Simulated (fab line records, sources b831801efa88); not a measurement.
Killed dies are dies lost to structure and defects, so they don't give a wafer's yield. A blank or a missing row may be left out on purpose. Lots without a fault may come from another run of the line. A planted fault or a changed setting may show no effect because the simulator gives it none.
fab line records | flow sky130
record lots=14 wafers=42 last_day=50
route steps=708 shown NWELL@66 CAPM@551 VIA3@595 METAL4@599
lots that met no fault: from a run of the same line without faults
start_h: hours from the record's first day to the start of the lot's first wafer shown | wait_h: hours since the lot's step before | " the same as in the row above | L1.1+2: a row that stands for several wafers | - no value, or no start given | * or withheld: withheld | < > ~ a bound
route shown NAME@n: a module of which the file shows steps, and the number in the route of the first | usual: mean/standard deviation of fault-free wafers | same: alike in all rows | chamber/n: place in a boat | sites: the reading at each site | _std_site: their standard deviation | _edge_site: outer sites' mean less inner sites' | radius_mm: how far each site lies from the wafer's centre | mask NAME#n: copy n | behind: the tool/chamber that last shaped the wafer | hold: why the lot was held/for how many hours/how that ended | device: the transistor (n, p or np) that didn't switch | end of line: the same wafers' tests at the end of the route | a step without rows: its recipe alone | killed: dies lost to structure and defects at the first sort, not the wafer's yield | map: a wafer's dies, x killed, . not, _ none there
set.NAME: the setting as run; set.NAME@STEP: as run at that earlier step | model.NAME: the simulator's own value behind a step, which no gauge read
steps of the route over a sample of lots; a table a step, a row a wafer
services: from which hour (start_h, from the record's first day; less than 0 if before it) a tool's chamber was out of use, for how many hours, and why
## steps
# step SKY_NWELL_IMPLANT_13
# recipe species=P energy_kev=50 dose_cm2=7e+11 tilt_deg=withheld
# usual beam_energy_keV=50.001/0.014 beam_on_s=9.99/0.22
# columns lot.wafer tool chamber start_h wait_h beam_energy_keV beam_on_s
L273.2 implanter-02 0 85.06 0.1 50.002 10.10
L273.5 " 0 " " 49.999 9.82
L273.6 " 0 " " 49.995 10.11
L274.2 implanter-03 0 91.18 0.1 49.994 9.96
L274.4 " 0 " " 49.994 9.78
L274.6 " 0 " " 49.994 9.93
L275.1 implanter-03 0 94.05 0.1 50.017 10.13
L275.2 " 0 " " 50.001 9.67
L275.3 " 0 " " 49.988 10.18
L277.1 implanter-04 0 119.46 0.1 49.989 10.11
L277.4 " 0 " " 49.993 10.14
L277.6 " 0 " " 49.999 10.27
L278.1 implanter-04 0 121.45 0.1 50.005 9.84
L278.2 " 0 " " 49.992 10.07
L278.6 " 0 " " 49.994 9.78
L279.1 implanter-04 0 122.56 0.1 49.975 10.19
L279.3 " 0 " " 49.998 10.10
L279.5 " 0 " " 50.016 10.09
L282.2 implanter-02 0 141.63 0.1 50.015 10.27
L282.3 " 0 " " 50.001 10.09
L282.5 " 0 " " 50.002 10.51
L284.1 implanter-04 0 149.89 0.1 50.021 9.77
L284.2 " 0 " " 50.004 10.14
L284.4 " 0 " " 50.014 10.04
L289.4 implanter-04 - 177.06 0.1 - -
L289.5 " - " " - -
L289.6 " - " " - -
L290.1 implanter-03 - 182.80 0.1 - -
L290.3 " - " " - -
L290.6 " - " " - -
L293.1 implanter-04 0 200.99 0.1 49.972 9.93
L293.2 " 0 " " 49.994 10.05
L293.4 " 0 " " 49.976 10.09
L294.1 implanter-03 0 216.71 0.1 49.987 9.67
L294.4 " 0 " " 50.000 10.20
L294.5 " 0 " " 50.009 10.40
L295.2 implanter-03 0 220.48 0.1 50.013 9.90
L295.5 " 0 " " 49.991 9.83
L295.6 " 0 " " 50.019 10.20
L296.1 implanter-04 0 220.60 0.1 50.006 10.22
L296.4 " 0 " " 49.975 10.23
L296.5 " 0 " " 49.987 10.17
# step SKY_NWELL_RS_MEAS_29
# recipe thk_meas_gauge=four-point-probe
# usual NWELL_RS=624.9/1.5
# columns lot.wafer tool chamber start_h wait_h NWELL_RS[ohm/sq]
L273.2 film_metro-02 - 102.89 0.1 624.2
L273.5 " - " " 623.3
L273.6 " - " " 625.4
L274.2 film_metro-03 - 109.49 0.1 626.7
L274.4 " - " " 625.5
L274.6 " - " " 627.3
L275.1 film_metro-02 - 112.80 0.1 625.5
L275.2 " - " " 624.6
L275.3 " - " " 624.0
L277.1 film_metro-02 - 138.47 0.1 623.2
L277.4 " - " " 625.5
L277.6 " - " " 626.7
L278.1 film_metro-01 - 140.97 0.1 624.5
L278.2 " - " " 625.5
L278.6 " - " " 625.4
L279.1 film_metro-03 - 142.56 0.1 625.5
L279.3 " - " " 624.2
L279.5 " - " " 623.4
L282.2 film_metro-01 - 161.09 0.1 624.6
L282.3 " - " " 623.2
L282.5 " - " " 624.4
L284.1 film_metro-03 - 170.15 0.2 620.3
L284.2 " - " " 622.1
L284.4 " - " " 623.5
L289.4 film_metro-02 - 198.03 0.1 652.2
L289.5 " - " " 654.1
L289.6 " - " " 653.7
L290.1 film_metro-02 - 203.57 0.1 650.9
L290.3 " - " " 649.6
L290.6 " - " " 649.2
L293.1 film_metro-01 - 223.57 0.1 626.4
L293.2 " - " " 625.6
L293.4 " - " " 624.1
L294.1 film_metro-02 - 239.41 0.2 623.2
L294.4 " - " " 623.6
L294.5 " - " " 624.1
L295.2 film_metro-01 - 242.82 0.1 626.2
L295.5 " - " " 624.4
L295.6 " - " " 623.7
L296.1 film_metro-01 - 243.72 0.1 625.4
L296.4 " - " " 622.5
L296.5 " - " " 624.0
# step SKY_CAPM_STRIP_14
# recipe chemistry=O2/N2 power_w=1400 pressure_mtorr=1500 platen_temp_c=withheld o2_flow_sccm=3000 n2_flow_sccm=300 overash_fraction=0.5
# usual drypump_motor_current_A=5.5/0.54 oes_product_au=0.710/0.0043 strip_time_to_endpoint_s=12.66/0.049
# same overash_fraction=0.5
# columns lot.wafer tool chamber start_h wait_h drypump_motor_current_A oes_product_au rf_hours_counter_h strip_time_to_endpoint_s
L273.2 plasma_asher-04 1 863.13 0.1 5.8 0.715 43 12.60
L273.5 " 0 " " 4.8 0.711 - 12.66
L273.6 " 1 " " 5.8 0.708 - 12.61
L274.2 plasma_asher-02 0 871.63 0.1 6.4 0.719 70 12.65
L274.4 " 0 " " 6.4 0.710 - 12.58
L274.6 " 1 " " 6.0 0.708 - 12.69
L275.1 plasma_asher-02 0 881.30 0.1 6.4 0.706 71 12.66
L275.2 " 1 " " 6.0 0.706 71 12.67
L275.3 " 1 " " 6.0 0.710 - 12.66
L277.1 plasma_asher-01 1 911.68 0.1 5.0 0.715 115 12.62
L277.4 " 1 " " 5.0 0.704 - 12.61
L277.6 " 1 " " 5.0 0.711 - 12.62
L278.1 plasma_asher-02 0 920.38 0.1 6.4 0.710 73 12.64
L278.2 " 1 " " 5.9 0.709 73 12.69
L278.6 " 1 " " 5.9 0.710 - 12.73
L279.1 plasma_asher-04 1 925.23 0.1 5.8 0.711 48 12.69
L279.3 " 0 " " 4.7 0.713 - 12.66
L279.5 " 1 " " 5.8 0.711 - 12.71
L282.2 plasma_asher-04 0 940.18 0.1 4.7 0.708 50 12.66
L282.3 " 0 " " 4.7 0.704 - 12.68
L282.5 " 1 " " 5.8 0.709 - 12.52
L284.1 plasma_asher-01 1 958.84 0.1 5.0 0.716 120 12.63
L284.2 " 0 " " 5.7 0.711 120 12.69
L284.4 " 1 " " 5.0 0.716 - 12.64
L293.1 plasma_asher-01 1 1007.38 0.1 5.0 0.707 125 12.72
L293.2 " 0 " " 5.7 0.713 125 12.66
L293.4 " 1 " " 5.0 0.709 - 12.70
L294.1 plasma_asher-01 1 1029.19 0.1 5.0 0.705 127 12.69
L294.4 " 1 " " 5.0 0.711 - 12.66
L294.5 " 0 " " 5.7 0.711 - 12.69
L296.1 plasma_asher-01 1 1034.04 0.1 5.0 0.709 127 12.73
L296.4 " 1 " " 5.0 0.701 - 12.68
L296.5 " 1 " " 5.0 0.713 - 12.68
L295.2 plasma_asher-01 0 1034.69 0.1 5.7 0.711 127 12.67
L295.5 " 1 " " 5.0 0.706 - 12.63
L295.6 " 0 " " 5.7 0.707 - 12.70
# step SKY_VIA3_RS_MEAS_22
# recipe thk_meas_gauge=four-point-probe reads=W_of_VIA3_CVD_21+TiN_of_VIA3_SPUTTER_20
# usual VIA3_W_RS=0.295/0.0037
# columns lot.wafer tool chamber start_h wait_h VIA3_W_RS[ohm/sq]
L273.2 film_metro-04 - 917.35 0.1 0.297
L273.5 " - " " 0.293
L273.6 " - " " 0.294
L274.2 film_metro-04 - 925.27 0.1 0.294
L274.4 " - " " 0.294
L274.6 " - " " 0.296
L275.1 film_metro-04 - 934.68 0.1 0.296
L275.2 " - " " 0.298
L275.3 " - " " 0.297
L277.1 film_metro-01 - 963.88 0.1 0.300
L277.4 " - " " 0.301
L277.6 " - " " 0.299
L278.1 film_metro-02 - 972.93 0.1 0.298
L278.2 " - " " 0.298
L278.6 " - " " 0.300
L279.1 film_metro-02 - 977.34 0.1 0.288
L279.3 " - " " 0.288
L279.5 " - " " 0.290
L282.2 film_metro-01 - 990.45 0.1 0.298
L282.3 " - " " 0.297
L282.5 " - " " 0.297
L284.1 film_metro-02 - 1008.93 0.1 0.295
L284.2 " - " " 0.294
L284.4 " - " " 0.295
L293.1 film_metro-04 - 1055.16 0.1 0.300
L293.2 " - " " 0.294
L293.4 " - " " 0.292
L294.1 film_metro-01 - 1076.35 0.1 0.295
L294.4 " - " " 0.296
L294.5 " - " " 0.296
L296.1 film_metro-01 - 1080.18 0.1 0.294
L296.4 " - " " 0.293
L296.5 " - " " 0.299
L295.2 film_metro-02 - 1080.55 0.1 0.297
L295.5 " - " " 0.292
L295.6 " - " " 0.298
# step SKY_METAL4_SPUTTER_01
# recipe material=TiN target_thk_nm=20 power_w=6500 time_s=16.7 chamber_pressure_pa=0.4
# usual throttle_valve_pct=29.9/0.99
# columns lot.wafer tool chamber start_h wait_h throttle_valve_pct
L273.2 pvd_sputter-03 - 917.83 0.0 28.9
L273.5 " - " " 29.6
L273.6 " - " " 29.2
L274.2 pvd_sputter-04 - 925.85 0.0 30.7
L274.4 " - " " 32.0
L274.6 " - " " 29.5
L275.1 pvd_sputter-03 - 935.18 0.0 29.1
L275.2 " - " " 29.2
L275.3 " - " " 29.7
L277.1 pvd_sputter-04 - 964.38 0.0 30.7
L277.4 " - " " 29.6
L277.6 " - " " 29.7
L278.1 pvd_sputter-01 - 973.43 0.0 30.2
L278.2 " - " " 28.2
L278.6 " - " " 29.1
L279.1 pvd_sputter-04 - 977.85 0.0 29.8
L279.3 " - " " 32.2
L279.5 " - " " 30.8
L282.2 pvd_sputter-04 - 990.93 0.0 29.9
L282.3 " - " " 32.3
L282.5 " - " " 29.9
L284.1 pvd_sputter-01 - 1009.43 0.0 28.3
L284.2 " - " " 28.8
L284.4 " - " " 30.0
L293.1 pvd_sputter-03 - 1055.66 0.0 29.4
L293.2 " - " " 29.7
L293.4 " - " " 29.6
L294.1 pvd_sputter-03 - 1076.85 0.0 29.4
L294.4 " - " " 29.9
L294.5 " - " " 29.6
L296.1 pvd_sputter-04 - 1080.68 0.0 32.2
L296.4 " - " " 29.8
L296.5 " - " " 32.0
L295.2 pvd_sputter-01 - 1081.04 0.0 28.3
L295.5 " - " " 29.1
L295.6 " - " " 28.2
## services
# columns tool chamber start_h hours kind
pvd_sputter-04 - 94.47 3.5 repair
implanter-04 - 101.07 3.1 pm
pvd_sputter-04 - 156.04 1.0 repair
pvd_sputter-04 - 194.11 6.9 repair
pvd_sputter-04 - 258.00 2.1 repair
implanter-04 - 386.71 2.2 pm
implanter-04 - 421.71 7.7 repair
plasma_asher-01 - 423.20 2.0 repair
plasma_asher-01 - 454.53 1.9 repair
implanter-04 - 487.32 2.7 pm
implanter-04 - 493.38 13.6 pm
implanter-04 - 515.73 1.7 repair
implanter-04 - 576.45 3.3 repair
plasma_asher-01 - 591.89 2.8 pm
implanter-04 - 626.87 1.1 repair
implanter-04 - 763.62 3.2 repair
plasma_asher-01 - 819.21 1.2 repair
plasma_asher-01 - 822.79 4.0 pm
implanter-04 - 884.86 0.9 repair
implanter-04 - 940.40 3.3 repair
implanter-04 - 976.32 5.3 pm
plasma_asher-01 - 1005.56 1.4 repair
plasma_asher-01 - 1024.45 2.9 repair
plasma_asher-01 - 1055.25 9.0 pm
## key
first_sign step=SKY_NWELL_IMPLANT_13 reading=tool_record direction=missing
effect step=SKY_NWELL_RS_MEAS_29 reading=NWELL_RS direction=up sigmas=18 usual=624.9 struck=651.6
met_at SKY_NWELL_IMPLANT_13
struck_lots L289,L290
later_rows_left_out L289.4,L289.5,L289.6,L290.1,L290.3,L290.6
sort_left_out L289.4,L289.5,L289.6,L290.1,L290.3,L290.6
tester_left_out L289,L290
not_acting_at SKY_CAPM_STRIP_14,SKY_VIA3_RS_MEAS_22,SKY_METAL4_SPUTTER_01
onset_between 149.89 177.06
fault kind=skipped_step_whole tool=implanter-03,implanter-04 chamber=- onset_h=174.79 steps=SKY_NWELL_IMPLANT_13 scope=struck_lots_only
# tester_left_out: of these lots the tester's yield and bins aren't shown, on N5 and GAA mostly nor the transistor test; their killed dies are dies lost to structure and defects alone, not to doping, threshold or leakage, so they don't give the yield
# sort_left_out: the simulated sort isn't trusted on such a fault, so these wafers' sort isn't shown, and their yield isn't known
# later_rows_left_out: the simulator's readings of these wafers behind a module that went badly wrong aren't trusted and aren't shown, but for the sort
